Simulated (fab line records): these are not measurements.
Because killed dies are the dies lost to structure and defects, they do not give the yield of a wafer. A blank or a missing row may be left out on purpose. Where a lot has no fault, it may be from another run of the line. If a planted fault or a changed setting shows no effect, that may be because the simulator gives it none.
Chamber matching :: flow sky130 :: SKY_VIA1_ETCH_14 on rie-diel-03 has 4 sister chambers
The step etches BARC in N2/H2, stops on SiO2, time 45.9 s, target depth 60 nm. 4 wafers are shown with their chamber, then 10 later ones without.

## EACH WAFER AND ITS CHAMBER
wafer: L086.5
chamber: 3
drypump-motor-current-A (A): 6.1

wafer: L090.5
chamber: 1
drypump-motor-current-A (A): 6.2

wafer: L091.1
chamber: 2
drypump-motor-current-A (A): 5.5

wafer: L091.3
chamber: 0
drypump-motor-current-A (A): 6.6

## WAFERS WITH NO CHAMBER GIVEN
wafer: L091.6
drypump-motor-current-A (A): 6.3

wafer: L092.2
drypump-motor-current-A (A): 6.7

wafer: L092.3
drypump-motor-current-A (A): 6.1

wafer: L092.4
drypump-motor-current-A (A): 6.3

wafer: L094.2
drypump-motor-current-A (A): 6.3

wafer: L094.3
drypump-motor-current-A (A): 6.1

wafer: L094.5
drypump-motor-current-A (A): 5.5

wafer: L096.1
drypump-motor-current-A (A): 6.3

wafer: L096.3
drypump-motor-current-A (A): 6.1

wafer: L096.4
drypump-motor-current-A (A): 6.6

## WHICH CHAMBER EACH WENT THROUGH
wafer: L091.6
from the rows above: can't be placed: 1 or 3
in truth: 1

wafer: L092.2
from the rows above: 0
in truth: 0

wafer: L092.3
from the rows above: can't be placed: 3 or 1
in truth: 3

wafer: L092.4
from the rows above: can't be placed: 1 or 3
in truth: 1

wafer: L094.2
from the rows above: can't be placed: 1 or 3
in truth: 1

wafer: L094.3
from the rows above: can't be placed: 3 or 1
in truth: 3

wafer: L094.5
from the rows above: 2
in truth: 2

wafer: L096.1
from the rows above: can't be placed: 1 or 3
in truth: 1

wafer: L096.3
from the rows above: can't be placed: 3 or 1
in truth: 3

wafer: L096.4
from the rows above: 0
in truth: 0
Placed correctly: 3 of 10. Not placeable from these rows: 7 (in 7, the candidates include the true chamber). Number placed wrongly: 0.
How it was worked out, from the rows above alone: a wafer's distance from a chamber is the root of the sum, over the readings, of the square of ((its reading less the chamber's mean) divided by the reading's scatter). If the next closest chamber is less than 2 further off than the closest, the wafer can't be placed; otherwise it belongs to the closest. For every chamber, the mean is computed from those of its wafers that are shown. The scatter (one wafer shown for each chamber): square how far every hidden wafer sits from the nearest shown wafer, average those squares and take the square root.
